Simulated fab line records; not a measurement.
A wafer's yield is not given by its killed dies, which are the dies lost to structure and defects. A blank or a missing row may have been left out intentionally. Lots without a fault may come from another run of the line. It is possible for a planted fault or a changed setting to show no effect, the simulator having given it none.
Chamber matching | flow sfq_line | cmp-01 running SFQ_TRILAYER_I7_CMP_CMP_184: 4 sister chambers
The step polishes SiO2. 8 wafers are shown with their chamber, then 8 later ones without.

== WAFERS PAIRED WITH THEIR CHAMBERS ==
wafer  | chamber | motor_current_A (A) | time_to_endpoint_s (s)
L448.5 | 2       | 10.1                | 206
L456.1 | 0       | 8.4                 | 232
L456.3 | 3       | 11.2                | 220
L456.4 | 2       | 10.6                | 215
L458.1 | 3       | 11.2                | 210
L458.2 | 0       | 8.8                 | 222
L458.6 | 1       | 10.6                | 214
L460.2 | 1       | 10.7                | 213

== WAFERS WHOSE CHAMBER IS MISSING ==
wafer  | motor_current_A (A) | time_to_endpoint_s (s)
L460.1 | 11.1                | 220
L460.5 | 10.4                | 226
L462.1 | 9.0                 | 222
L462.4 | 10.1                | 217
L462.5 | 10.1                | 217
L463.2 | 11.4                | 213
L463.4 | 8.8                 | 220
L463.6 | 8.4                 | 224

== EACH ONE'S CHAMBER ==
wafer  | from the rows above          | in truth
L460.1 | can't be placed: 3 or 1      | 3
L460.5 | can't be placed: 1 or 2 or 3 | 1
L462.1 | 0                            | 0
L462.4 | can't be placed: 2 or 1      | 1
L462.5 | can't be placed: 2 or 1      | 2
L463.2 | 3                            | 3
L463.4 | 0                            | 0
L463.6 | 0                            | 0
Correct placement for 4 of the 8. Unplaceable from these rows: 4, with the true chamber sitting among the candidates in 4. 0 placed wrongly.
How it was worked out, from the rows above alone: a wafer's distance from a chamber is the root of the sum, over the readings, of the square of ((its reading less the chamber's mean) divided by the reading's scatter). If the next closest chamber is less than 2 further off than the closest, the wafer can't be placed; otherwise it belongs to the closest. The mean given for a chamber averages the wafers shown for that chamber. The scatter: take each reading less its chamber's mean, square it, sum over the shown wafers, divide by the number of wafers less the number of chambers, and take the root.
